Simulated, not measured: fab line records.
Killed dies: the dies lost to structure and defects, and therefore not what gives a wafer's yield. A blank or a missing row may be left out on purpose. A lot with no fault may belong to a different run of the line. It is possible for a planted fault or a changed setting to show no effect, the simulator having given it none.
What tool caused it? | flow gf180mcu | 6 lots, 18 wafers sampled, at 2 steps of a route of 602

== WHAT THE GAUGES SHOWED, per wafer ==
GF_PSD_RS_MEAS_14: the measuring method here is four-point-probe.
lot  | measured     | on           | NSD_RS (ohm/sq)
L152 | day 15 00:10 | filmMetro-01 | 46.18 46.21 46.24
L154 | day 15 15:17 | filmMetro-01 | 46.14 46.09 46.08
L157 | day 16 17:23 | filmMetro-01 | 46.04 46.12 46.17
L164 | day 19 11:34 | filmMetro-04 | 47.21 47.06 47.15
L170 | day 21 07:05 | filmMetro-04 | 46.20 46.22 46.23
L173 | day 22 08:13 | filmMetro-02 | 46.12 46.12 46.00

== WHAT TOOL EACH LOT RAN ON (gives the tool, then ch and the chambers of the sampled wafers, and finally the start) ==
lot  | GF_NSD_IMPLANT_10
L152 | implanter-01 ch 0, day 14 02:25
L154 | implanter-02 ch 0, day 14 16:25
L157 | implanter-02 ch 0, day 15 17:53
L164 | implanter-03 ch 0, day 18 11:07
L170 | implanter-01 ch 0, day 20 08:16
L173 | implanter-01 ch 0, day 21 07:31
- GF_NSD_IMPLANT_10

== THE ANSWER, worked out from the rows above alone ==
Rule: the lots themselves supply what counts as usual. The widest of any qualifying gaps counts: lots, ordered by their means at a reading, are off when they make up no more than a third of the lots, leave a main group of 4 or more, and stand apart from it by 3 or more times the standard deviation of that group's means. If all means in a main group match to the digits the tables above print for the reading, that group is not used. A lot without any number at a reading at which 4 lots or more have one is off too. All remaining lots with rows at the step are treated as sound.
Off: at GF_PSD_RS_MEAS_14 (NSD_RS), L164. Mean 46.14 ohm/sq and standard deviation 0.058 in the main group.
A tool fits if, at a process step before that reading, it ran every lot that is off, and no sound lot after the first of them. Those tools and the gauges at GF_PSD_RS_MEAS_14 are tried in the same way. One fits: GF_NSD_IMPLANT_10 on implanter-03. It ran no sound lot before its first lot that is off in this sample, so the start can't be narrowed down.

== WHAT THE SIMULATOR HAD PUT IN ==
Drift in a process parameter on implanter-03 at GF_NSD_IMPLANT_10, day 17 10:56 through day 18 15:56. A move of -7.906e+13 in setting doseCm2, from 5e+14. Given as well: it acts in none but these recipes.
Lots struck among those shown: L164. The rule above found the same.
